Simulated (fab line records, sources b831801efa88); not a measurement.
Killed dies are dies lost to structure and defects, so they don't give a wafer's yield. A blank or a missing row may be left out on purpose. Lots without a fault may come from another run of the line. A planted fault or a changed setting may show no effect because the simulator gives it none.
A struck lot beside a sound one | flow sky130 | 18 steps out of a route of 708
Sound: wafers L363.1, L363.3, L363.5. Struck: wafers L367.1, L367.2, L367.5. The cause comes at the end.
At each step with rows: each side's tool, then ch and its chambers, then its first start. Under that, the readings that differ: sound wafers | struck wafers | difference of the means | sigmas: that difference in standard deviations of wafers without a fault.
alike: readings whose means differ by less than 2 such deviations, and words and numbers that are the same on both sides. not compared: withheld readings, readings that some wafer has no value for, bounds like >300 that may hide the same value, and numbers for which the record gives no deviation and whose values overlap.
The two part at a step that has a row with sigmas, a row that says differs or no value, or rows on one side only. Numbers that don't overlap but have no deviation are shown without sigmas and don't part them. A reading that every wafer of one side lacks parts them only if that side has two wafers or more.

SKY_VIA4_ETCH_12: etches SiO2 in C4F8/O2/Ar, stops on TiN, target depth 580 nm.
  sound on rie_diel-02 ch 0,3, day 46 06:52; struck on rie_diel-01 ch 0,1, day 47 06:07
  alike: oes_product_au
then, 4 steps without rows for these wafers: SKY_VIA4_STRIP_13 (strips in O2/N2); SKY_VIA4_STRIP_14 (strips in post etch residue remover, time 1200 s); SKY_VIA4_CLEAN_15 (cleans in IPA, time 180 s); SKY_VIA4_CLEAN_16 (cleans in O3/DIW).
SKY_VIA4_SPUTTER_17: material TiN, target thk 20 nm, time 80 s.
  sound on pvd_sputter-01, day 46 07:32; struck on pvd_sputter-04, day 47 06:49
  alike: cathode_dc_power_W, chamber_pressure_pa, throttle_valve_pct
SKY_VIA4_CVD_18: deposits W, target thk 505 nm, time 152.14 s.
  sound on cvd_w-02 ch 0,1, day 46 07:35; struck on cvd_w-02 ch 0,1, day 47 06:53
  alike: heater_power_w
SKY_VIA4_RS_MEAS_19: measures by four-point-probe.
  sound on film_metro-03, day 46 07:45; struck on film_metro-01, day 47 07:02
  alike: VIA4_W_RS
SKY_VIA4_THK_MEAS_20: measures by xrf.
  sound on film_metro-03, day 46 07:52; struck on film_metro-01, day 47 07:09
  alike: VIA4_W_THK
SKY_VIA4_CMP_21: polishes, stops on SiO2, t overpolish 25 s, target thk 0 nm.
  sound on cmp-01 ch 0,2,3, day 46 08:02; struck on cmp-01 ch 1,2,3, day 47 07:16
  alike: motor_current_A, overpolish_run_s, time_to_endpoint_s
then, 2 steps without rows for these wafers: SKY_METAL5_SPUTTER_00 (material Ti, target thk 15 nm, time 10 s); SKY_METAL5_SPUTTER_01 (material TiN, target thk 20 nm, time 16.7 s).
SKY_METAL5_SPUTTER_02: material AlCu, target thk 1150 nm, time 61.2 s.
  sound on pvd_sputter-03, day 46 08:16; struck on pvd_sputter-03, day 47 07:34
  no value came back on the struck wafers for cathode_dc_power_W (W), chamber_pressure_pa (Pa), throttle_valve_pct (%); on the sound wafers cathode_dc_power_W (W) reads 10601 10600 10599
SKY_METAL5_SPUTTER_03: material Ti, target thk 5 nm, time 3.3 s.
  sound on pvd_sputter-03, day 46 08:20; struck on pvd_sputter-03, day 47 07:37
  alike: cathode_dc_power_W, chamber_pressure_pa, throttle_valve_pct
then, 1 step without rows for these wafers: SKY_METAL5_SPUTTER_04 (material TiN, target thk 70 nm, time 58.3 s).
SKY_METAL5_RS_MEAS_05: measures by four-point-probe.
  sound on film_metro-02, day 46 08:23; struck on film_metro-02, day 47 07:40
  reading                 | sound                | struck               | difference | sigmas
  METAL5_ALCU_RS (ohm/sq) | 0.0267 0.0271 0.0267 | 8.7124 8.7521 8.7582 | +8.7141    | +99 or more
SKY_METAL5_THK_MEAS_06: measures by xrf.
  sound on film_metro-02, day 46 08:31; struck on film_metro-02, day 47 07:47
  reading              | sound          | struck   | difference | sigmas
  METAL5_ALCU_THK (nm) | 1171 1150 1164 | <0 <0 <0 | differs    |
then, 1 step without rows for these wafers: SKY_METAL5_DEHYDRATE_07 (time 60 s).

WHERE THEY PART
First at SKY_METAL5_SPUTTER_02; last, within this record, at SKY_METAL5_THK_MEAS_06.

WHY: what the simulator had put in
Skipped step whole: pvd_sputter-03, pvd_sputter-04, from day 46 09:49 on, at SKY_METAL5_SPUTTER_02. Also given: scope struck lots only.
